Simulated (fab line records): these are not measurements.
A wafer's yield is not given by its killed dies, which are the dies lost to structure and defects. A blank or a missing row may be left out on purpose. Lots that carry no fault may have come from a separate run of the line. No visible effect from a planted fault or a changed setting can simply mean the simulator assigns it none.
fab line records    flow sfqLine    part 2 of 2: steps 29 to 40 of 40
record lots=5  wafers=15  lastDay=87
route steps=325 shown L0@15 L0V@16 M0@28 I0@43
lots that met no fault: taken from a fault-free run of the same line
startH: hours from the record's first day to the start of the lot's first wafer shown    waitH: hours from the lot's prior step to this one    " as in the row above    L1.1+2: one row covering several wafers at once    - value missing, or start not given    * or withheld: withheld    < > ~ a bound
route shown NAME@n: NAME is a module with steps in the file, n the number in the route of the first one    usual: average and standard deviation across the fault-free wafers    same: alike in all rows    chamber/n: place in a boat    sites: the reading at each site    _std_site: their standard deviation    _edge_site: outer sites' mean less inner sites'    radiusMm: how far each site lies from the wafer's centre    mask NAME#n: copy n    behind: the last tool/chamber to shape the wafer    hold: the reason the lot was held/the length of the hold in hours/how it ended    device: which transistor (n, p or np) failed to switch    end of line: tests of these same wafers at the route's end    a step given without rows: its recipe and nothing more    killed: not the wafer's yield, but the dies lost to structure and defects at the first sort    map: a wafer's dies, marking killed ones x, the rest . and places with no die _
set.NAME: the setting as run; set.NAME@STEP: as run at that earlier step    model.NAME: the simulator's own value behind a step, which no gauge read
certain route steps with their lots: each step a table, each wafer a row
services: when a tool's chamber went out of use (startH, in hours from the record's first day, below 0 if earlier), for how many hours, and the reason
## steps
# step SFQ_TRILAYER_I0_CMP_CMP_028
# recipe material=SiO2  downForcePsi=3  platenRpm=60  padVelocityMS=0.94248
# usual edgeZonePressureFrac=1.000/0.0047  motorCurrentA=10.2/1.1  timeToEndpointS=214/7.3
lot.wafer  tool    chamber  startH  waitH  edgeZonePressureFrac  motorCurrentA  timeToEndpointS
L074.3     cmp-01  3        273.72  1.0    1.004                 11.1           212
L074.1     "       0        "       "      1.002                 9.2            219
L074.6     "       1        "       "      0.995                 12.1           219
L080.1     cmp-01  1        327.07  3.4    0.994                 10.9           211
L080.5     "       2        "       "      0.999                 11.7           218
L080.6     "       3        "       "      1.007                 11.9           210
L088.1     cmp-02  3        390.36  1.0    1.000                 8.4            214
L088.5     "       1        391.36  2.0    0.998                 9.7            222
L088.6     "       2        "       "      0.996                 10.3           220
L094.1     cmp-02  3        456.46  0.0    0.998                 7.9            203
L094.4     "       1        457.46  1.0    1.000                 9.3            221
L094.5     "       3        458.46  2.0    1.005                 8.7            219
L097.4     cmp-02  1        480.96  0.5    1.006                 9.9            223
L097.2     "       2        "       "      0.996                 10.3           211
L097.1     "       3        "       "      1.007                 8.1            207
# step SFQ_I0_BOW_MEAS_907
# recipe mode=bow
# usual I0_BOW=2/6.9
lot.wafer  tool          chamber  startH  waitH  I0_BOW[um]
L074.1     filmMetro-02  -        275.72  1.0    4
L074.3     "             -        "       "      9
L074.6     "             -        "       "      13
L080.1     filmMetro-01  -        328.57  1.0    -7
L080.5     "             -        "       "      -9
L080.6     "             -        "       "      -1
L088.1     filmMetro-01  -        392.36  1.5    4
L088.5     "             -        "       "      8
L088.6     "             -        "       "      -13
L094.1     filmMetro-02  -        459.46  2.5    1
L094.4     "             -        "       "      4
L094.5     "             -        "       "      -9
L097.1     filmMetro-01  -        483.46  1.0    -2
L097.2     "             -        "       "      11
L097.4     "             -        "       "      -1
# step SFQ_TRILAYER_I0_METRO_MEASURE_029
# usual thkNm=199.9/1.1
lot.wafer  tool          chamber  startH  waitH  thkNm
L074.1     filmMetro-02  -        275.84  0.1    200.0
L074.3     "             -        "       "      198.8
L074.6     "             -        "       "      200.1
L080.1     filmMetro-01  -        328.69  0.1    200.6
L080.5     "             -        "       "      200.4
L080.6     "             -        "       "      200.4
L088.1     filmMetro-01  -        392.48  0.1    198.4
L088.5     "             -        "       "      199.7
L088.6     "             -        "       "      200.2
L094.1     filmMetro-02  -        459.58  0.1    198.5
L094.4     "             -        "       "      198.9
L094.5     "             -        "       "      198.3
L097.1     filmMetro-01  -        483.58  0.1    198.2
L097.2     "             -        "       "      199.6
L097.4     "             -        "       "      199.2
# step SFQ_TRILAYER_I0_VIA_LITHO_COAT_036
# recipe resist=BARC  spinRpm=3000  resistThkNm=62
lot.wafer   tool           chamber  startH  waitH
L074.1+3+6  lithoTrack-01  0        277.04  1.0
L080.1+5+6  lithoTrack-03  0        329.89  1.0
L088.1+5+6  lithoTrack-03  0        393.68  1.0
L094.1+4+5  lithoTrack-01  0        460.78  1.0
L097.1+2+4  lithoTrack-02  0        484.78  1.0
# step SFQ_TRILAYER_I0_VIA_LITHO_COAT_031
# recipe resist=KrF  spinRpm=3000  resistThkNm=650
lot.wafer   tool           chamber  startH  waitH
L074.1+3+6  lithoTrack-01  0        277.34  0.2
L080.1+5+6  lithoTrack-03  0        330.19  0.2
L088.1+5+6  lithoTrack-03  0        393.98  0.2
L094.1+4+5  lithoTrack-01  0        461.08  0.2
L097.1+2+4  lithoTrack-02  0        485.08  0.2
# step SFQ_TRILAYER_I0_VIA_LITHO_SOFTBAKE_035
# recipe tempC=withheld  timeS=withheld  resist=KrF
lot.wafer   tool           chamber  startH  waitH
L074.1+3+6  lithoTrack-01  0        277.64  0.2
L080.1+5+6  lithoTrack-03  0        330.49  0.2
L088.1+5+6  lithoTrack-03  0        394.28  0.2
L094.1+4+5  lithoTrack-01  0        461.38  0.2
L097.1+2+4  lithoTrack-02  0        485.38  0.2
# step SFQ_TRILAYER_I0_VIA_LITHO_EXPOSE_032
# recipe maskId=I0  na=0.6  sourceShape=conventional  sigmaOuter=0.65  targetCdNm=500  doseMj=21.3
lot.wafer   tool           chamber  startH  waitH  mask
L074.1+3+6  krfScanner-02  0        406.74  -      I0#0
L080.1+5+6  krfScanner-02  0        473.09  -      I0#0
L088.1+5+6  krfScanner-02  0        547.39  -      I0#0
L094.1+4+5  krfScanner-01  0        614.36  -      I0#0
L097.1+2+4  krfScanner-01  0        632.36  -      I0#0
# step SFQ_TRILAYER_I0_VIA_LITHO_PEB_034
# recipe pebTempC=115  pebTimeS=60  resist=KrF
lot.wafer   tool           chamber  startH  waitH
L074.1+3+6  lithoTrack-02  0        407.99  1.0
L080.1+5+6  lithoTrack-02  0        474.29  1.0
L088.1+5+6  lithoTrack-02  0        548.59  1.0
L094.1+4+5  lithoTrack-03  0        615.56  1.0
L097.1+2+4  lithoTrack-03  0        633.56  1.0
# step SFQ_TRILAYER_I0_VIA_LITHO_DEVELOP_033
# recipe timeS=60  resist=KrF
# same timeS=60
lot.wafer   tool           chamber  startH  waitH
L074.1+3+6  lithoTrack-02  0        408.14  0.1
L080.1+5+6  lithoTrack-02  0        474.44  0.1
L088.1+5+6  lithoTrack-02  0        548.74  0.1
L094.1+4+5  lithoTrack-03  0        615.71  0.1
L097.1+2+4  lithoTrack-03  0        633.71  0.1
# step SFQ_I0_OVL_MEAS_908
# usual I0_OVL=-2/5.1
lot.wafer  tool        chamber  startH  waitH  I0_OVL[nm]
L074.1     overlay-02  -        408.29  0.1    1
L074.3     "           -        "       "      -2
L074.6     "           -        "       "      1
L080.1     overlay-01  -        474.59  0.1    0
L080.5     "           -        "       "      0
L080.6     "           -        "       "      0
L088.1     overlay-02  -        548.89  0.1    3
L088.5     "           -        "       "      -3
L088.6     "           -        "       "      -3
L094.1     overlay-02  -        615.86  0.1    -4
L094.4     "           -        "       "      -2
L094.5     "           -        "       "      -3
L097.1     overlay-01  -        633.86  0.1    4
L097.2     "           -        "       "      2
L097.4     "           -        "       "      2
# step SFQ_TRILAYER_I0_VIA_BARC_OPEN_VIA_ETCH_046
# recipe maskMaterial=PR  chemistry=O2  targetDepthNm=125  target=BARC  sourceW=500  biasW=80  pressureMtorr=30  timeS=41.7
# usual drypumpMotorCurrentA=5.7/0.45  oesProductAu=0.686/0.0047  rfFwdPowerW=494.9/2.1
# same timeS=41.7
lot.wafer  tool        chamber  startH  waitH  drypumpMotorCurrentA  oesProductAu  rfFwdPowerW  rfHoursCounterH
L074.1     rieDiel-01  2        408.32  0.0    6.4                   0.684         492.3        3
L074.3     "           3        "       "      5.4                   0.692         497.1        0
L074.6     "           2        "       "      6.4                   0.678         491.2        -
L080.1     rieDiel-04  0        474.62  0.0    5.8                   0.684         491.9        3
L080.5     "           0        "       "      5.8                   0.690         489.3        -
L080.6     "           3        "       "      5.8                   0.689         495.5        -
L088.1     rieDiel-04  1        548.92  0.0    6.1                   0.686         496.1        49
L088.5     "           0        "       "      5.8                   0.683         491.7        -
L088.6     "           1        "       "      6.1                   0.674         498.5        -
L094.1     rieDiel-04  3        615.89  0.0    5.8                   0.686         494.9        50
L094.4     "           0        "       "      5.8                   0.688         495.0        5
L094.5     "           2        "       "      6.2                   0.679         494.3        -
L097.1     rieDiel-02  2        633.89  0.0    6.5                   0.686         494.8        70
L097.2     "           3        "       "      5.1                   0.690         494.6        13
L097.4     "           1        "       "      5.8                   0.692         494.7        2
# step SFQ_TRILAYER_I0_VIA_ETCH_VIA_ETCH_034
# recipe target=SiO2  stopOn=Nb  maskMaterial=PR  taperDeg=20  chemistry=CHF3  targetDepthNm=260  sourceW=500  biasW=80  pressureMtorr=30  timeS=withheld
# usual drypumpMotorCurrentA=5.7/0.45  oesProductAu=0.854/0.0049  rfFwdPowerW=498.3/1.4
lot.wafer  tool        chamber  startH  waitH  drypumpMotorCurrentA  oesProductAu  rfFwdPowerW
L074.1     rieDiel-01  2        408.36  0.0    6.4                   0.853         500.3
L074.3     "           3        "       "      5.4                   0.856         498.7
L074.6     "           2        "       "      6.4                   0.854         496.5
L080.1     rieDiel-04  0        474.66  0.0    5.8                   0.853         498.3
L080.5     "           0        "       "      5.9                   0.854         498.5
L080.6     "           3        "       "      5.8                   0.857         496.0
L088.1     rieDiel-04  1        548.96  0.0    6.1                   0.843         499.8
L088.5     "           0        "       "      5.9                   0.857         497.9
L088.6     "           1        "       "      6.1                   0.848         500.2
L094.1     rieDiel-04  3        615.93  0.0    5.8                   0.857         498.7
L094.4     "           0        "       "      5.9                   0.854         497.8
L094.5     "           2        "       "      6.3                   0.858         495.7
L097.1     rieDiel-02  2        633.93  0.0    6.5                   0.846         498.2
L097.2     "           3        "       "      5.1                   0.848         499.4
L097.4     "           1        "       "      5.9                   0.853         497.9
## services
tool           chamber  startH  hours  kind
krfScanner-02  -        90.75   3.6    pm
krfScanner-02  -        96.81   4.0    repair
krfScanner-02  -        98.62   0.3    repair
krfScanner-02  -        103.20  1.3    pm
rieDiel-04     0        136.52  20.9   repair
krfScanner-02  -        144.10  0.9    repair
rieDiel-04     2        146.78  12.2   repair
krfScanner-02  -        148.90  1.0    pm
rieMetal-01    1        155.82  48.1   repair
krfScanner-02  -        189.50  0.8    pm
rieDiel-04     0        199.88  3.5    repair
rieMetal-01    1        262.61  12.2   repair
krfScanner-02  -        279.75  1.3    pm
rieMetal-01    1        295.68  6.8    repair
krfScanner-02  -        317.05  1.0    pm
krfScanner-02  -        334.11  0.8    pm
krfScanner-02  -        358.31  0.8    pm
krfScanner-02  -        375.36  4.4    pm
krfScanner-02  -        380.32  0.8    repair
rieDiel-04     -        404.93  0.1    repair
rieDiel-04     2        406.30  4.4    repair
rieMetal-01    -        433.65  3.9    repair
rieDiel-04     2        452.30  2.1    repair
rieDiel-04     3        463.04  3.8    repair
